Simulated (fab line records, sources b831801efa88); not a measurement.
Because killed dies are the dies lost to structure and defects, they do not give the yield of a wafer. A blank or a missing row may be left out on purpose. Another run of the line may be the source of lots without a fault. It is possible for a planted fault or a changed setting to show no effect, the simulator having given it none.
Which of the tools did it? / flow gf180mcu / 6 lots with 18 wafers sampled at 2 steps, on a route of 602 steps

## WHAT THE GAUGES SHOWED, per wafer
GF_V1_CD_MEAS_14: the cd target is 260 nm.
lot=L689; measured=day 19 22:14; on=cd sem-02; cd nm (nm)=259.7 259.8 260.1
lot=L691; measured=day 20 15:20; on=cd sem-02; cd nm (nm)=261.1 260.8 261.4
lot=L693; measured=day 21 00:34; on=cd sem-01; cd nm (nm)=261.4 262.1 261.5
lot=L697; measured=day 22 13:52; on=cd sem-01; cd nm (nm)=260.7 260.4 260.5
lot=L705; measured=day 25 05:32; on=cd sem-02; cd nm (nm)=250.9 250.7 250.6 251.0 250.6 250.2
lot=L708; measured=day 26 00:42; on=cd sem-02; cd nm (nm)=260.9 260.6 261.4

## WHAT TOOL EACH LOT RAN ON (gives the tool, then ch and the chambers of the sampled wafers, and finally the start)
lot=L689; GF_V1_EXPOSE_11=krf scanner-01 ch 0, day 19 10:23
lot=L691; GF_V1_EXPOSE_11=krf scanner-02 ch 0, day 20 03:44
lot=L693; GF_V1_EXPOSE_11=krf scanner-02 ch 0, day 20 13:04
lot=L697; GF_V1_EXPOSE_11=krf scanner-02 ch 0, day 22 02:49
lot=L705; GF_V1_EXPOSE_11=krf scanner-02 ch 0, day 24 19:08
lot=L708; GF_V1_EXPOSE_11=krf scanner-01 ch 0, day 25 14:13
- GF_V1_EXPOSE_11: exposes mask Via1, target cd 260 nm.

## THE ANSWER, worked out from the rows above alone
Rule: usual is defined by the lots themselves. The widest of any qualifying gaps counts: lots, ordered by their means at a reading, are off when they make up no more than a third of the lots, leave a main group of 4 or more, and stand apart from it by 3 or more times the standard deviation of that group's means. Not used: any main group whose means are identical at the precision the tables above print for the reading. A lot without any number at a reading at which 4 lots or more have one is off too. Where the step has rows for the other lots, those lots are counted as sound.
Off, at GF_V1_CD_MEAS_14 on cd nm: L705. Main group: mean 260.8 nm, sd 0.6.
If a tool, at a process step before that reading, ran all the lots that are off and no sound lot after the first of them, it fits. Those tools and the gauges at GF_V1_CD_MEAS_14 are tried in the same way. One fits: krf scanner-02 at GF_V1_EXPOSE_11. A fault onset in the window from L697 (day 22 02:49, its last sound lot) to L705 (day 24 19:08, its first lot off) fits.

## WHAT HAD BEEN PUT IN BY THE SIMULATOR
Process parameter drift: krf scanner-02, from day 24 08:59 on, at GF_V1_EXPOSE_11. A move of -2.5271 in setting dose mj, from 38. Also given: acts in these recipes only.
Lots struck among those shown: L705. The rule above reached the same finding.
